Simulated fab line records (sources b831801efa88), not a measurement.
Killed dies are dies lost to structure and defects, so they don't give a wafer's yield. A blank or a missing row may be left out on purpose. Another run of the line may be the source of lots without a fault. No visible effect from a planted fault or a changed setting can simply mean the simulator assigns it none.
Which tool did it? ; flow sky130 ; 12 lots (36 wafers sampled), 1 step of a 708-step route

## WHAT THE GAUGES SHOWED, per wafer
SKY_FIELD_ISO_BOW_MEAS_00. Usual: INCOMING_BOW gives 0 um (standard deviation 6.5).
lot;measured;on;INCOMING_BOW (um);flag
L148;day 2 06:01;film_metro-02;-12 -7 -9;
L150;day 2 16:00;film_metro-01;5 8 -11;
L152;day 3 02:00;film_metro-01;2 -9 4;
L153;day 3 07:01;film_metro-04;8 9 -1;
L155;day 3 17:01;film_metro-01;15 -12 2;
L156;day 3 22:01;film_metro-04;4 -10 3;
L157;day 4 03:02;film_metro-04;0 -1 9;
L158;day 4 08:01;film_metro-01;-3 -11 5;
L159;day 4 13:02;film_metro-04;8 0 11;
L164;day 5 14:00;film_metro-01;5 -3 5;
L166;day 6 00:00;film_metro-01;8 -3 -4;
L167;day 6 05:00;film_metro-01;3 -3 2;

## WHICH TOOL RAN EACH LOT (tool, then ch and the chambers of the sampled wafers, then the start)
The record shows no process step preceding these readings.

## AS READ BY THE TOOLS THEMSELVES (means over the sampled wafers that have a number; for cases with no such wafer, the mark the record gives instead)
The record holds no such reading with a usual standard deviation.

## THE ANSWER, worked out from the rows above alone
Rule: lot off if the mean of its wafers having a number is beyond 3 standard deviations from the usual mean. A lot without any number at a reading at which 4 lots or more have one is off too. Where the step has rows for the other lots, those lots are counted as sound. After the gauges, taken in route order, come the tools' own readings; for these a lot's mean is taken, as printed above. At the first step where some lot is off, the reading lying furthest off is the one used; lots without a number count as furthest.
No lot is off at any reading shown: from this, nothing can be told.

## WHAT HAD BEEN PUT IN BY THE SIMULATOR
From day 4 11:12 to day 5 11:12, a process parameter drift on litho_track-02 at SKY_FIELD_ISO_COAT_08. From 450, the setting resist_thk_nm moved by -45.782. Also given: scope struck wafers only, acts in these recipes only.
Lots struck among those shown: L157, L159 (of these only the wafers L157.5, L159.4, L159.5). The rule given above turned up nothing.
